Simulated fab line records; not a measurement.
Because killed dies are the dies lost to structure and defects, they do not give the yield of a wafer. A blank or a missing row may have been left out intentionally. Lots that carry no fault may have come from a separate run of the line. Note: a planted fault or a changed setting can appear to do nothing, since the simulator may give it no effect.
fab line records    flow gf180mcu
record: lots: 12  wafers: 36  last_day: 34
route steps=602 shown SAB@268 V3@452 M4@472
lots that met no fault: from a run of the same line without faults
start_h: the number of hours between the record's first day and the start of the first shown wafer of the lot    wait_h: time in hours since the lot's previous step    " as in the row above    L1.1+2: a row that stands for several wafers    - no value present, or no start provided    * or withheld: withheld    < > ~ a bound
route shown NAME@n: NAME is a module with steps in the file, n the number in the route of the first one    usual: mean and standard deviation over wafers with no fault    same: alike in all rows    chamber/n: place in a boat    sites: each site's reading    _std_site: standard deviation across them    _edge_site: the outer-site mean with the inner-site mean subtracted    radius_mm: for every site, how far away it sits from the centre of the wafer    mask NAME#n: copy n    behind: the most recent tool/chamber to have shaped the wafer    hold: what put the lot on hold/how long, in hours/how the hold closed    device: whichever transistor did not switch (one of n, p or np)    end of line: the tests these same wafers got at the end of their route    a step with no rows: only its recipe    killed: not the wafer's yield, but the dies lost to structure and defects at the first sort    map: a wafer's dies, x killed, . not, _ none there
set.NAME: the setting that was run; set.NAME@STEP: the one run at that earlier step    model.NAME: the simulator's own value behind a step, which no gauge read
one table for each step of the route and one row for each wafer, over a sample of lots
services: when a tool's chamber went out of use (start_h, in hours from the record's first day, below 0 if earlier), for how many hours, and the reason
== steps ==
step: GF_SAB_COAT_04
recipe: resist: NOVOLAK  spin_rpm: 3000  resist_thk_nm: 1000
usual: spin_speed_rpm: 3000.0/2.1
lot.wafer  tool            chamber  start_h  wait_h  spin_speed_rpm
L901.3     litho_track-03  0        327.59   0.1     2997.5
L901.4     "               0        "        "       3000.5
L901.5     "               0        "        "       2997.7
L902.2     litho_track-03  0        330.47   0.1     2997.2
L902.5     "               0        "        "       3003.7
L902.6     "               0        "        "       3001.7
L905.1     litho_track-03  0        369.34   0.1     2996.2
L905.2     "               0        "        "       3000.1
L905.5     "               0        "        "       3001.2
L906.1     litho_track-01  0        375.62   0.1     3000.9
L906.2     "               0        "        "       3001.6
L906.6     "               0        "        "       3001.2
L909.3     litho_track-02  0        400.04   0.1     2999.3
L909.5     "               0        "        "       2999.7
L909.6     "               0        "        "       3001.7
L910.2     litho_track-03  0        407.97   0.1     2998.3
L910.3     "               0        "        "       2998.6
L910.6     "               0        "        "       3001.3
L911.1     litho_track-03  0        418.74   0.1     3000.7
L911.3     "               0        "        "       3002.2
L911.4     "               0        "        "       3002.9
L912.1     litho_track-03  0        422.39   0.1     2997.6
L912.2     "               0        "        "       3000.3
L912.5     "               0        "        "       2998.3
L916.1     litho_track-01  0        463.37   0.1     2997.4
L916.3     "               0        "        "       2998.2
L916.6     "               0        "        "       2995.2
L917.3     litho_track-03  0        467.84   0.1     3149.2
L917.4     "               0        "        "       3150.2
L917.5     "               0        "        "       3150.0
L918.2     litho_track-03  0        478.21   0.1     3147.2
L918.3     "               0        "        "       3149.4
L918.5     "               0        "        "       3145.9
L924.2     litho_track-01  0        527.79   0.1     2999.9
L924.3     "               0        "        "       3001.9
L924.4     "               0        "        "       2998.5
step: GF_SAB_STRIP_13
recipe: chemistry: O2/N2  power_w: 1400  pressure_mtorr: 1500  platen_temp_c: 250  o2_flow_sccm: 3000  n2_flow_sccm: 300  overash_fraction: 0.5
usual: drypump_motor_current_A: 5.7/0.52  heater_power_w: 312/22  oes_product_au: 0.709/0.0046  strip_time_to_endpoint_s: 12.59/0.035
same: overash_fraction: 0.5
lot.wafer  tool             chamber  start_h  wait_h  drypump_motor_current_A  heater_power_w  oes_product_au  rf_hours_counter_h  strip_time_to_endpoint_s
L901.3     plasma_asher-04  1        338.51   0.0     5.2                      301             0.710           -                   12.57
L901.4     "                0        "        "       6.0                      334             0.711           -                   12.56
L901.5     "                1        "        "       5.2                      291             0.707           -                   12.59
L902.2     plasma_asher-01  1        341.85   0.0     5.5                      334             0.708           23                  12.58
L902.5     "                1        "        "       5.5                      329             0.704           -                   12.60
L902.6     "                0        "        "       6.0                      325             0.719           -                   12.56
L905.1     plasma_asher-03  0        380.45   0.0     6.5                      310             0.713           73                  12.63
L905.2     "                1        "        "       4.9                      272             0.712           73                  12.65
L905.5     "                0        "        "       6.5                      305             0.701           -                   12.60
L906.1     plasma_asher-03  0        387.31   0.0     6.5                      316             0.710           73                  12.60
L906.2     "                1        "        "       4.9                      280             0.710           73                  12.62
L906.6     "                1        "        "       4.9                      263             0.705           -                   12.63
L909.3     plasma_asher-04  1        412.53   0.0     5.2                      305             0.702           -                   12.64
L909.5     "                0        "        "       6.0                      319             0.712           -                   12.65
L909.6     "                1        "        "       5.2                      294             0.705           -                   12.63
L910.2     plasma_asher-01  1        420.13   0.0     5.5                      336             0.706           31                  12.59
L910.3     "                1        "        "       5.5                      337             0.713           -                   12.58
L910.6     "                0        "        "       5.9                      322             0.704           -                   12.60
L911.1     plasma_asher-04  0        431.35   0.0     6.0                      329             0.707           66                  12.63
L911.3     "                1        "        "       5.2                      296             0.707           -                   12.59
L911.4     "                0        "        "       6.0                      326             0.705           -                   12.65
L912.1     plasma_asher-04  1        434.48   0.0     5.2                      305             0.709           66                  12.57
L912.2     "                0        "        "       6.0                      326             0.706           66                  12.56
L912.5     "                1        "        "       5.2                      297             0.707           -                   12.60
L916.1     plasma_asher-01  1        475.54   0.0     5.5                      334             0.714           38                  12.61
L916.3     "                1        "        "       5.5                      337             0.703           -                   12.60
L916.6     "                1        "        "       5.5                      337             0.712           -                   12.57
L917.3     plasma_asher-03  0        480.56   0.0     6.5                      299             0.705           -                   12.33
L917.4     "                1        "        "       4.9                      276             0.714           -                   12.36
L917.5     "                0        "        "       6.5                      303             0.713           -                   12.35
L918.2     plasma_asher-03  1        491.34   0.0     4.9                      274             0.710           4                   12.32
L918.3     "                1        "        "       4.9                      283             0.713           -                   12.33
L918.5     "                0        "        "       6.5                      304             0.716           -                   12.33
L924.2     plasma_asher-03  0        540.19   0.0     6.5                      308             0.707           9                   12.56
L924.3     "                0        "        "       6.5                      308             0.717           -                   12.53
L924.4     "                1        "        "       4.9                      272             0.711           -                   12.53
step: GF_V3_CVD_23
recipe: material: W  target_thk_nm: 350  time_s: 104.9  temp_c: 400  pressure_torr: 40
usual: heater_power_w: 786/78
lot.wafer  tool      chamber  start_h  wait_h  heater_power_w
L901.3     cvd_w-02  1        511.25   0.1     884
L901.4     "         0        "        "       698
L901.5     "         1        "        "       887
L902.2     cvd_w-01  0        514.67   0.0     777
L902.5     "         1        "        "       776
L902.6     "         0        "        "       822
L905.1     cvd_w-02  0        553.15   0.0     675
L905.2     "         1        "        "       873
L905.5     "         0        "        "       682
L906.1     cvd_w-01  0        560.85   0.0     805
L906.2     "         1        "        "       791
L906.6     "         0        "        "       825
L909.3     cvd_w-02  1        585.44   0.1     894
L909.5     "         0        "        "       693
L909.6     "         1        "        "       885
L910.2     cvd_w-02  0        595.17   0.0     667
L910.3     "         1        "        "       881
L910.6     "         1        "        "       880
L911.1     cvd_w-02  1        602.60   0.0     859
L911.3     "         1        "        "       895
L911.4     "         0        "        "       689
L912.1     cvd_w-02  1        607.47   0.0     878
L912.2     "         0        "        "       683
L912.5     "         0        "        "       679
L916.1     cvd_w-01  1        641.29   0.0     791
L916.3     "         1        "        "       765
L916.6     "         1        "        "       802
L917.3     cvd_w-02  1        643.98   0.1     867
L917.4     "         0        "        "       672
L917.5     "         0        "        "       677
L918.2     cvd_w-01  0        658.19   0.0     798
L918.3     "         1        "        "       795
L918.5     "         0        "        "       825
L924.2     cvd_w-02  0        695.11   0.0     683
L924.3     "         1        "        "       887
L924.4     "         0        "        "       697
step: GF_M4_METAL_ETCH_16
recipe: chemistry: Cl2/BCl3  mask_material: KrF  target_depth_nm: 750.8  stop_on: SiO2  pressure_mtorr: 8  icp_w: 800  bias_w: 140  Cl2_flow_sccm: 80  bcl3_flow_sccm: 40  time_s: 125.1
usual: bcl3_flow_sccm: 40.01/0.11  drypump_motor_current_A: 5.9/0.47  he_backside_leak_sccm: 3.40/0.24  oes_product_au: 0.990/0.0082  rf_fwd_power_W: 796.6/2.9  throttle_valve_pct: 28.230/0.011
lot.wafer  tool          chamber  start_h  wait_h  bcl3_flow_sccm  drypump_motor_current_A  he_backside_leak_sccm  oes_product_au  rf_fwd_power_W  rf_hours_counter_h  throttle_valve_pct
L901.3     rie_metal-02  0        534.74   0.1     40.05           5.3                      3.20                   0.997           798.3           -                   28.229
L901.4     "             0        "        "       39.94           5.3                      3.25                   0.986           795.9           -                   28.207
L901.5     "             0        "        "       40.11           5.3                      3.19                   0.988           796.8           -                   28.226
L902.2     rie_metal-01  1        538.99   0.0     40.07           6.2                      3.42                   0.996           796.5           12                  28.242
L902.5     "             0        "        "       39.94           6.2                      3.63                   0.986           795.4           -                   28.228
L902.6     "             1        "        "       40.18           6.2                      3.40                   0.995           797.9           -                   28.224
L905.1     rie_metal-01  0        576.17   0.0     40.11           6.3                      3.60                   0.993           793.6           9                   28.228
L905.2     "             1        "        "       40.08           6.2                      3.44                   0.987           800.7           0                   28.220
L905.5     "             0        "        "       40.13           6.3                      3.51                   0.995           793.1           -                   28.232
L906.1     rie_metal-03  1        583.47   0.0     39.97           6.3                      3.55                   0.974           796.4           2                   28.247
L906.2     "             0        "        "       39.86           5.5                      3.30                   1.006           796.6           12                  28.220
L906.6     "             0        "        "       39.96           5.5                      3.22                   1.002           800.4           -                   28.217
L909.3     rie_metal-03  0        607.93   0.1     40.00           5.5                      3.14                   0.992           796.1           -                   28.231
L909.5     "             0        "        "       40.11           5.5                      3.02                   0.997           795.6           -                   28.227
L909.6     "             1        "        "       40.25           6.3                      3.62                   0.976           797.1           -                   28.229
L910.2     rie_metal-01  1        616.64   0.0     39.88           6.2                      3.43                   0.996           798.4           1                   28.221
L910.3     "             1        "        "       39.88           6.2                      3.54                   0.988           796.8           -                   28.226
L910.6     "             1        "        "       39.86           6.2                      3.44                   1.003           797.9           -                   28.219
L911.1     rie_metal-03  0        624.14   0.0     40.06           5.5                      2.94                   0.994           795.2           14                  28.205
L911.3     "             1        "        "       39.97           6.3                      3.63                   0.987           796.7           -                   28.249
L911.4     "             0        "        "       39.95           5.5                      3.16                   0.996           798.6           -                   28.218
L912.1     rie_metal-02  0        627.97   0.0     39.88           5.3                      3.14                   0.996           796.8           15                  28.229
L912.2     "             1        "        "       40.22           5.1                      3.01                   0.988           792.4           3                   28.233
L912.5     "             1        "        "       40.15           5.1                      2.94                   0.981           791.8           -                   28.227
L916.1     rie_metal-03  1        662.02   0.0     39.77           6.3                      3.58                   0.983           791.9           5                   28.242
L916.3     "             1        "        "       40.05           6.3                      3.43                   0.985           793.6           -                   28.230
L916.6     "             1        "        "       40.02           6.3                      3.47                   0.984           793.8           -                   28.242
L917.3     rie_metal-03  1        664.78   0.1     40.02           6.3                      3.66                   0.977           800.6           -                   28.243
L917.4     "             1        "        "       40.14           6.3                      3.68                   0.977           798.0           -                   28.231
L917.5     "             1        "        "       40.02           6.3                      3.55                   0.982           798.5           -                   28.243
L918.2     rie_metal-03  1        678.94   0.0     40.05           6.2                      3.39                   0.979           800.1           6                   28.245
L918.3     "             0        "        "       39.81           5.5                      2.94                   0.992           799.5           -                   28.224
L918.5     "             1        "        "       40.04           6.3                      3.59                   0.982           801.5           -                   28.236
L924.2     rie_metal-01  0        714.77   0.0     39.96           6.2                      3.54                   0.997           792.4           15                  28.243
L924.3     "             0        "        "       40.08           6.3                      3.58                   0.995           797.6           -                   28.217
L924.4     "             1        "        "       39.93           6.2                      3.49                   1.002           795.8           -                   28.242
step: GF_M4_STRIP_17
recipe: chemistry: O2/N2  power_w: 1400  pressure_mtorr: 1500  platen_temp_c: 250  o2_flow_sccm: 3000  n2_flow_sccm: 300  overash_fraction: 0.5
usual: drypump_motor_current_A: 5.7/0.5  heater_power_w: 315/21  oes_product_au: 0.537/0.0057  strip_time_to_endpoint_s: 7.38/0.084
same: overash_fraction: 0.5
lot.wafer  tool             chamber  start_h  wait_h  drypump_motor_current_A  heater_power_w  oes_product_au  rf_hours_counter_h  strip_time_to_endpoint_s
L901.3     plasma_asher-01  0        535.00   0.2     5.9                      329             0.539           -                   7.37
L901.4     "                1        "        "       5.5                      345             0.543           -                   7.42
L901.5     "                0        "        "       6.0                      318             0.534           -                   7.38
L902.2     plasma_asher-01  1        539.12   0.1     5.5                      331             0.538           44                  7.35
L902.5     "                0        "        "       6.0                      317             0.545           -                   7.39
L902.6     "                1        "        "       5.5                      337             0.536           -                   7.32
L905.1     plasma_asher-03  0        576.39   0.2     6.5                      309             0.530           13                  7.30
L905.2     "                1        "        "       4.9                      276             0.538           13                  7.25
L905.5     "                1        "        "       4.8                      278             0.526           -                   7.27
L906.1     plasma_asher-03  1        583.60   0.1     4.9                      286             0.546           13                  7.51
L906.2     "                0        "        "       6.5                      306             0.531           13                  7.29
L906.6     "                0        "        "       6.5                      302             0.528           -                   7.26
L909.3     plasma_asher-01  1        608.05   0.1     5.5                      338             0.528           -                   7.32
L909.5     "                1        "        "       5.5                      337             0.529           -                   7.32
L909.6     "                0        "        "       6.0                      322             0.535           -                   7.44
L910.2     plasma_asher-04  0        616.77   0.1     6.0                      340             0.529           84                  7.27
L910.3     "                1        "        "       5.2                      299             0.524           -                   7.26
L910.6     "                0        "        "       6.0                      329             0.533           -                   7.29
L911.1     plasma_asher-04  1        624.27   0.1     5.2                      298             0.537           85                  7.32
L911.3     "                1        "        "       5.2                      304             0.546           -                   7.54
L911.4     "                0        "        "       6.0                      315             0.536           -                   7.34
L912.1     plasma_asher-04  0        628.10   0.1     6.0                      327             0.538           85                  7.36
L912.2     "                1        "        "       5.2                      296             0.540           85                  7.41
L912.5     "                0        "        "       6.0                      330             0.538           -                   7.42
L916.1     plasma_asher-04  0        662.28   0.2     6.0                      344             0.549           89                  7.43
L916.3     "                0        "        "       6.0                      325             0.540           -                   7.39
L916.6     "                1        "        "       5.2                      301             0.545           -                   7.44
L917.3     plasma_asher-04  0        664.98   0.2     6.0                      322             0.544           -                   7.52
L917.4     "                1        "        "       5.2                      294             0.541           -                   7.56
L917.5     "                0        "        "       6.0                      335             0.553           -                   7.55
L918.2     plasma_asher-04  0        679.07   0.1     6.0                      336             0.534           90                  7.43
L918.3     "                0        "        "       6.0                      324             0.535           -                   7.28
L918.5     "                0        "        "       6.0                      331             0.534           -                   7.42
L924.2     plasma_asher-01  0        714.90   0.1     6.0                      324             0.532           64                  7.25
L924.3     "                0        "        "       6.0                      330             0.533           -                   7.33
L924.4     "                1        "        "       5.5                      345             0.532           -                   7.33
== services ==
tool             chamber  start_h  hours  kind
cvd_w-01         -        304.01   1.6    repair
plasma_asher-04  -        308.91   2.8    pm
cvd_w-02         1        315.55   15.4   repair
cvd_w-01         1        342.53   3.7    repair
cvd_w-02         -        364.57   6.0    pm
cvd_w-01         -        390.00   14.0   pm
plasma_asher-01  -        398.89   7.6    repair
plasma_asher-01  -        419.38   0.3    repair
plasma_asher-03  -        421.25   9.0    pm
plasma_asher-03  -        435.62   23.5   repair
cvd_w-01         -        489.74   2.1    repair
cvd_w-02         0        500.35   4.8    repair
rie_metal-03     0        516.41   3.9    repair
rie_metal-01     -        546.69   2.8    pm
rie_metal-01     -        552.07   0.4    repair
rie_metal-03     1        572.41   5.0    repair
plasma_asher-03  -        576.54   6.2    repair
plasma_asher-01  -        581.03   1.3    repair
plasma_asher-04  -        585.39   14.6   pm
cvd_w-02         -        587.53   2.8    pm
rie_metal-01     0        598.60   11.6   repair
cvd_w-02         -        634.51   6.9    pm
rie_metal-03     -        665.75   3.9    repair
rie_metal-03     -        690.09   2.8    pm
== key ==
first_sign: step: GF_SAB_COAT_04  reading: spin_speed_rpm  direction: up  sigmas: 71  usual: *  struck: *
effect: step: GF_SAB_STRIP_13  reading: strip_time_to_endpoint_s  direction: down  sigmas: 7.4  usual: *  struck: *
met_at GF_SAB_COAT_04
struck_lots L917,L918
tester_left_out L917,L918
not_acting_at GF_V3_CVD_23,GF_M4_METAL_ETCH_16,GF_M4_STRIP_17
onset_between 422.39 467.84
fault: kind: process_parameter_drift  tool: litho_track-03  chamber: -  onset_h: 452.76  steps: GF_SAB_COAT_04  channel: spin_rpm  offset: *  shape: step  end_h: 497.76  acts_in: *  stated: *
tester_left_out: of these lots the tester's yield and bins aren't shown, on N5 and GAA mostly nor the transistor test; their killed dies are dies lost to structure and defects alone, not to doping, threshold or leakage, so they don't give the yield
